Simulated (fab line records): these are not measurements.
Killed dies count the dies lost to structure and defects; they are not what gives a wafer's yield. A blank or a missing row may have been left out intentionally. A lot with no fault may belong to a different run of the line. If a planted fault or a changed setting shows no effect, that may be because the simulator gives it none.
Which tool did it? / flow sky130 / 10 lots with 29 wafers sampled at 2 steps, on a route of 708 steps

## WHAT THE GAUGES READ, wafer by wafer
SKY_VT_ADJUST_NCORE_CD_MEAS_07: target cd 380 nm.
lot=L899; measured=day 8 21:18; on=cd sem-01; cd nm (nm)=383.4 382.8 385.1
lot=L901; measured=day 9 12:08; on=cd sem-02; cd nm (nm)=381.8 382.7 379.2
lot=L900; measured=day 9 10:58; on=cd sem-01; cd nm (nm)=372.8 376.1 373.9
lot=L902; measured=day 9 12:50; on=cd sem-02; cd nm (nm)=376.8 376.2 375.0
lot=L907; measured=day 10 23:55; on=cd sem-02; cd nm (nm)=359.3 358.7
lot=L914; measured=day 12 23:32; on=cd sem-02; cd nm (nm)=381.0 381.3 382.0
lot=L915; measured=day 13 07:59; on=cd sem-01; cd nm (nm)=380.9 379.5 381.1
lot=L916; measured=day 13 11:46; on=cd sem-02; cd nm (nm)=382.4 382.0 383.0
lot=L920; measured=day 14 17:48; on=cd sem-01; cd nm (nm)=376.6 378.3 378.3
lot=L922; measured=day 15 06:02; on=cd sem-02; cd nm (nm)=374.0 374.2 376.2

## EACH LOT AND THE TOOL THAT RAN IT (in order: tool; ch and the chambers of the sampled wafers; start)
lot=L899; SKY_VT_ADJUST_NCORE_EXPOSE_04=iline stepper-01 ch 0, day 8 11:25
lot=L901; SKY_VT_ADJUST_NCORE_EXPOSE_04=iline stepper-01 ch 0, day 9 01:35
lot=L900; SKY_VT_ADJUST_NCORE_EXPOSE_04=iline stepper-01 ch 0, day 9 00:21
lot=L902; SKY_VT_ADJUST_NCORE_EXPOSE_04=iline stepper-02 ch 0, day 9 02:07
lot=L907; SKY_VT_ADJUST_NCORE_EXPOSE_04=iline stepper-02 ch 0, day 10 13:44
lot=L914; SKY_VT_ADJUST_NCORE_EXPOSE_04=iline stepper-01 ch 0, day 12 12:12
lot=L915; SKY_VT_ADJUST_NCORE_EXPOSE_04=iline stepper-01 ch 0, day 12 19:38
lot=L916; SKY_VT_ADJUST_NCORE_EXPOSE_04=iline stepper-01 ch 0, day 12 22:49
lot=L920; SKY_VT_ADJUST_NCORE_EXPOSE_04=iline stepper-01 ch 0, day 14 04:52
lot=L922; SKY_VT_ADJUST_NCORE_EXPOSE_04=iline stepper-01 ch 0, day 14 17:25
- SKY_VT_ADJUST_NCORE_EXPOSE_04: exposes mask LVTN COMPLEMENT THIN, target cd 380 nm.

## THE ANSWER, worked out from the rows above alone
Rule: what is usual is taken from the lots themselves. The widest of any qualifying gaps counts: lots, ordered by their means at a reading, are off when they make up no more than a third of the lots, leave a main group of 4 or more, and stand apart from it by 3 or more times the standard deviation of that group's means. If all means in a main group match to the digits the tables above print for the reading, that group is not used. A lot without any number at a reading at which 4 lots or more have one is off too. Where the step has rows for the other lots, those lots are counted as sound.
Off: L907, at SKY_VT_ADJUST_NCORE_CD_MEAS_07 (cd nm). Mean 379.1 nm and standard deviation 3.3 in the main group.
If a tool, at a process step before that reading, ran all the lots that are off and no sound lot after the first of them, it fits. The gauges at SKY_VT_ADJUST_NCORE_CD_MEAS_07 are tried like those tools. One fits: iline stepper-02 at SKY_VT_ADJUST_NCORE_EXPOSE_04. Its last sound lot is L902 (day 9 02:07), its first lot that is off L907 (day 10 13:44): a fault that began between those two fits.

## WHAT THE SIMULATOR HAD PUT IN
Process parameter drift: iline stepper-02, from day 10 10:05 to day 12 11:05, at SKY_VT_ADJUST_NCORE_EXPOSE_04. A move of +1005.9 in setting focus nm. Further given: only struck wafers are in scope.
Lots struck among those shown: L907. This agrees with what the rule above found.
